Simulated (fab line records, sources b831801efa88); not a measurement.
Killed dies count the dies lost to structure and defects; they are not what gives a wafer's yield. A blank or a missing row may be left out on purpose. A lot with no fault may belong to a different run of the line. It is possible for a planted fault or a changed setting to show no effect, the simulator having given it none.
Matching of chambers | flow sky130 | 3 sister chambers for SKY_VIA1_ETCH_14 on rie_diel-01
The step etches BARC in N2/H2, stops on SiO2, time 45.9 s, target depth 60 nm. 14 wafers are shown with their chamber, then 4 later ones without.

## EACH WAFER AND ITS CHAMBER
wafer  | chamber | h2_flow_sccm (sccm) | oes_product_au (a.u.) | throttle_valve_pct (%)
L318.4 | 0       | 200.5               | 0.854                 | 13.214
L318.5 | 0       | 200.0               | 0.860                 | 13.202
L318.6 | 1       | 199.6               | 0.848                 | 13.205
L319.1 | 0       | 200.9               | 0.859                 | 13.228
L319.5 | 2       | 198.8               | 0.856                 | 13.217
L319.6 | 1       | 198.7               | 0.858                 | 13.225
L323.2 | 2       | 199.9               | 0.853                 | 13.223
L323.3 | 1       | 200.3               | 0.855                 | 13.228
L323.6 | 1       | 200.6               | 0.857                 | 13.208
L326.2 | 2       | 200.5               | 0.858                 | 13.216
L326.5 | 0       | 200.4               | 0.858                 | 13.215
L326.6 | 1       | 200.7               | 0.859                 | 13.218
L327.1 | 2       | 200.2               | 0.860                 | 13.232
L327.4 | 1       | 199.8               | 0.849                 | 13.224

SIGNATURES, as means of the wafers listed above
reading            | chamber 0 | chamber 1 | chamber 2 | scatter within a chamber
h2_flow_sccm       | 200.450   | 199.950   | 199.850   | 0.666
oes_product_au     | 0.85775   | 0.85433   | 0.85675   | 0.0038
throttle_valve_pct | 13.21475  | 13.21800  | 13.22200  | 0.00932
Rule: a wafer lies at a distance from a chamber equal to the root of the sum of squares, over the readings, of (its reading less the chamber's mean, divided by the reading's scatter). If the next closest chamber is less than 2 further off than the closest, the wafer can't be placed; otherwise it belongs to the closest. The scatter: the root of (the sum of the squares of (reading less its chamber's mean) over the shown wafers, divided by (wafers less chambers)).

## WAFERS WHOSE CHAMBER IS MISSING
wafer  | h2_flow_sccm (sccm) | oes_product_au (a.u.) | throttle_valve_pct (%)
L327.6 | 199.6               | 0.857                 | 13.219
L334.1 | 199.6               | 0.850                 | 13.225
L334.2 | 199.3               | 0.851                 | 13.228
L337.1 | 199.8               | 0.854                 | 13.235

## WHICH CHAMBER EACH WENT THROUGH
wafer  | from the rows above          | in truth
L327.6 | can't be placed: 2 or 1 or 0 | 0
L334.1 | can't be placed: 1 or 2 or 0 | 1
L334.2 | can't be placed: 1 or 2 or 0 | 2
L337.1 | can't be placed: 2 or 1 or 0 | 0
Correctly placed: 0 of 4. Can't be placed from these rows: 4 (the true chamber is among the candidates in 4). Number placed wrongly: 0.
